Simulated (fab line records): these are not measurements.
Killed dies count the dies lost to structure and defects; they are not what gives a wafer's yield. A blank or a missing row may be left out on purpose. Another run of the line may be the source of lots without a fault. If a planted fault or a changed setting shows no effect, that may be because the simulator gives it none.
Problem report, 8D (eight disciplines) form, completed by code | flow gf180mcu | the parts of the form that need people (team, actions taken, sign-off) are left out

## 1. WHAT WENT WRONG
Across 6 wafers from 2 lots, HV_LDD_RS at GF_HV_LDD_RS_MEAS_53 averages 434.5 ohm/sq, while fault-free wafers read 418.1 ohm/sq with a standard deviation of 0.88. Relative to the usual mean, that is a shift of +19 standard deviations.
The step: measures by four-point-probe.
Seen first at day 16 15:34 on filmMetro-02, wafer L629.1. The record has a number at this step for 39 wafers belonging to 13 lots. Rule for "out", or "out of limits": more than 4 standard deviations from the usual mean. Any other wafer with a number is counted as sound.

## 2. WHAT THIS IS AND IS NOT
question                    | is                         | is not
which readings at this step | HV_LDD_RS                  | -
which lots                  | L629, L630                 | L618, L619, L621, L622, L627, L631, L632, L633, L637, L639, L640
which wafers of those lots  | all that have a number     | -
read on which gauges        | filmMetro-02, filmMetro-04 | filmMetro-01
when                        | from day 16 15:34          | up to then (15 sound wafers); but 18 sound wafers of L631, L632, L633, L637, L639, L640 came after

## 3. THE SUSPECTS, EACH WITH WHAT RULES IT OUT
Counting: a tool at any process step up to the reading remains a suspect when it ran all the lots that are out and ran no sound lot after the first of those.
- the gauge at GF_HV_LDD_RS_MEAS_53: ruled out. Those wafers that are out were read across 2 gauges (filmMetro-02, filmMetro-04).
- implanter-01 at GF_HV_LDD_IMPLANT_09: ruled out as a lasting fault. The sound lots L640 went through it after L629, its earliest lot that is out (day 13 23:11).
Left after counting: nothing in the record.

## 4. THE CAUSE (what the simulator had put in)
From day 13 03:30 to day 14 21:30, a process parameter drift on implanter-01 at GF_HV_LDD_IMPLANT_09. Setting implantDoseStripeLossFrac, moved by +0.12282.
The count ruled it out by mistake, since the rule takes a fault to strike every lot its tool runs from the start of the fault on, and this one did not do so.

## 5. THE EFFECT CHAIN, in route order
Rows list readings where the struck wafers' mean (over those with a number) sits beyond 3 standard deviations from the usual. Readings are gone through only where the record gives a usual standard deviation; hours: the median, over the lots, of the time from a lot's start at the first step in this table giving one to that lot's start at this step; sigmas: the change measured in usual standard deviations.
hours | step                 | reading   | usual        | on struck wafers | change | sigmas
0     | GF_HV_LDD_TW_MEAS_11 | HV_LDD_TW | 2390         | 2331             | -59    | -3.1
67    | GF_HV_LDD_RS_MEAS_53 | HV_LDD_RS | 418.1 ohm/sq | 434.5            | +16.4  | +19
Later measuring or inspecting steps at which every struck wafer that the step has a row for has a number for every such reading, and none has moved that far: GF_V3_BOW_MEAS_05.

## 6. HOW IT WOULD HAVE BEEN CAUGHT EARLIER
Counted from the fault's start at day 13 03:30, it took 84 hours until the first out-of-limits reading at a measuring or inspecting step in this record, taken at day 16 15:34.
An alarm limit of 4 standard deviations would not have fired on the tool readings at GF_HV_LDD_IMPLANT_09 for which the record gives a usual standard deviation, since none of them was out on any struck wafer.
